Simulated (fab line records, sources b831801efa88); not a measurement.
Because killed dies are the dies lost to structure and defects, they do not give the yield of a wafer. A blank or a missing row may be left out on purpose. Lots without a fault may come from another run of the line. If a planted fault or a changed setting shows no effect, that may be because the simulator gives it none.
Chamber matching ; flow sky130 ; 4 sister chambers for SKY_SPACER_ETCHBACK_02 on rie diel-04
The step etches Si3N4 in CH3F/O2, stops on SiO2, time 46.7 s, target depth 45 nm. 14 wafers are shown with their chamber, then 7 later ones without.

WAFERS PAIRED WITH THEIR CHAMBERS
wafer;chamber;drypump motor current A (A);oes product au (a.u.);rf fwd power W (W)
L074.1;3;5.4;0.843;397.3
L074.4;0;5.5;0.850;395.1
L074.6;1;5.5;0.856;394.5
L076.3;2;5.6;0.860;395.8
L076.5;0;5.5;0.857;398.4
L076.6;3;5.4;0.860;397.3
L078.1;0;5.5;0.863;395.4
L078.4;2;5.6;0.847;396.4
L078.6;3;5.4;0.844;395.5
L080.2;3;5.3;0.860;397.1
L080.4;0;5.5;0.863;397.3
L080.6;2;5.6;0.847;395.9
L088.1;3;5.3;0.852;395.6
L088.2;1;5.5;0.859;396.8

SIGNATURES, as means of the wafers listed above
reading;chamber 0;chamber 1;chamber 2;chamber 3;scatter within a chamber
drypump motor current A;5.500;5.500;5.600;5.360;0.0346
oes product au;0.85825;0.85750;0.85133;0.85180;0.0071
rf fwd power W;396.550;395.650;396.033;396.560;1.17
Rule: for a wafer and a chamber, the distance is found by dividing, reading by reading, the gap between the wafer's reading and the chamber's mean by the reading's scatter, squaring, summing and taking the root. If the next closest chamber is less than 2 further off than the closest, the wafer can't be placed; otherwise it belongs to the closest. The scatter: the root of (the sum of the squares of (reading less its chamber's mean) over the shown wafers, divided by (wafers less chambers)).

WAFERS WITHOUT THEIR CHAMBER
wafer;drypump motor current A (A);oes product au (a.u.);rf fwd power W (W)
L088.3;5.5;0.844;397.3
L094.2;5.4;0.853;397.4
L094.3;5.6;0.851;397.6
L094.5;5.6;0.846;397.0
L095.1;5.6;0.848;397.5
L095.3;5.4;0.848;395.0
L095.6;5.6;0.845;396.6

WHICH CHAMBER EACH ONE RAN IN
wafer;from the rows above;in truth
L088.3;can't be placed: 0 or 1 or 2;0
L094.2;can't be placed: 3 or 0 or 1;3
L094.3;can't be placed: 2 or 0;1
L094.5;2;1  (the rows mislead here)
L095.1;can't be placed: 2 or 0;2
L095.3;can't be placed: 3 or 1 or 0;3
L095.6;2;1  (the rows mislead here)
Correct placement for 0 of the 7. Unplaceable from these rows: 5, with the true chamber sitting among the candidates in 4. 2 placed wrongly.
